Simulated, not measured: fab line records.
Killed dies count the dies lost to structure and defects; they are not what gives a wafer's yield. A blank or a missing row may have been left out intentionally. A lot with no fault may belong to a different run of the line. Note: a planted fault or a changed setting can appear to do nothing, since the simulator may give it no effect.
Matching of chambers | flow gf180mcu | cmp-01 running GF_STI_CMP_25: 4 sister chambers
The step polishes, stops on Si3N4, t overpolish 33 s, target thk 524.6 nm. 8 wafers are shown with their chamber, then 12 later ones without.

EACH WAFER AND ITS CHAMBER
wafer  | chamber | timeToEndpointS (s) | overpolishRunS (s)
L086.6 | 2       | 121                 | 32.975
L088.3 | 3       | 123                 | 32.997
L088.4 | 0       | 119                 | 32.985
L089.1 | 3       | 119                 | 33.001
L089.2 | 2       | 119                 | 32.981
L090.4 | 1       | 113                 | 32.998
L090.5 | 0       | 111                 | 32.998
L090.6 | 1       | 118                 | 33.008

WAFERS WITH NO CHAMBER GIVEN
wafer  | timeToEndpointS (s) | overpolishRunS (s)
L091.1 | 111                 | 32.998
L091.3 | 113                 | 32.994
L091.6 | 114                 | 33.003
L092.3 | 111                 | 33.002
L092.4 | 116                 | 32.993
L092.6 | 115                 | 32.985
L093.1 | 111                 | 33.003
L093.3 | 119                 | 32.988
L093.4 | 114                 | 33.018
L095.1 | 110                 | 33.010
L095.3 | 114                 | 33.011
L095.6 | 115                 | 33.003

WHICH CHAMBER EACH ONE RAN IN
wafer  | from the rows above               | in truth
L091.1 | can't be placed: 1 or 0 or 3      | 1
L091.3 | can't be placed: 0 or 1 or 3      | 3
L091.6 | can't be placed: 1 or 0 or 3      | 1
L092.3 | can't be placed: 1 or 0 or 3      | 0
L092.4 | can't be placed: 0 or 1 or 3      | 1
L092.6 | can't be placed: 0 or 2 or 3 or 1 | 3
L093.1 | can't be placed: 1 or 0 or 3      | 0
L093.3 | can't be placed: 0 or 2 or 3 or 1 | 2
L093.4 | can't be placed: 1 or 3 or 0      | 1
L095.1 | can't be placed: 1 or 0 or 3      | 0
L095.3 | can't be placed: 1 or 3 or 0      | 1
L095.6 | can't be placed: 1 or 3 or 0      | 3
0 of 12 placed correctly. Not placeable from these rows: 12 (in 12, the candidates include the true chamber). Placed wrongly: 0.
How it was worked out, from the rows above alone: a wafer's distance from a chamber is the root of the sum, over the readings, of the square of ((its reading less the chamber's mean) divided by the reading's scatter). If the next closest chamber is less than 2 further off than the closest, the wafer can't be placed; otherwise it belongs to the closest. For every chamber, the mean is computed from those of its wafers that are shown. The scatter is the square root of a quotient: the sum, over the shown wafers, of each reading's squared deviation from its chamber's mean, divided by wafers minus chambers.
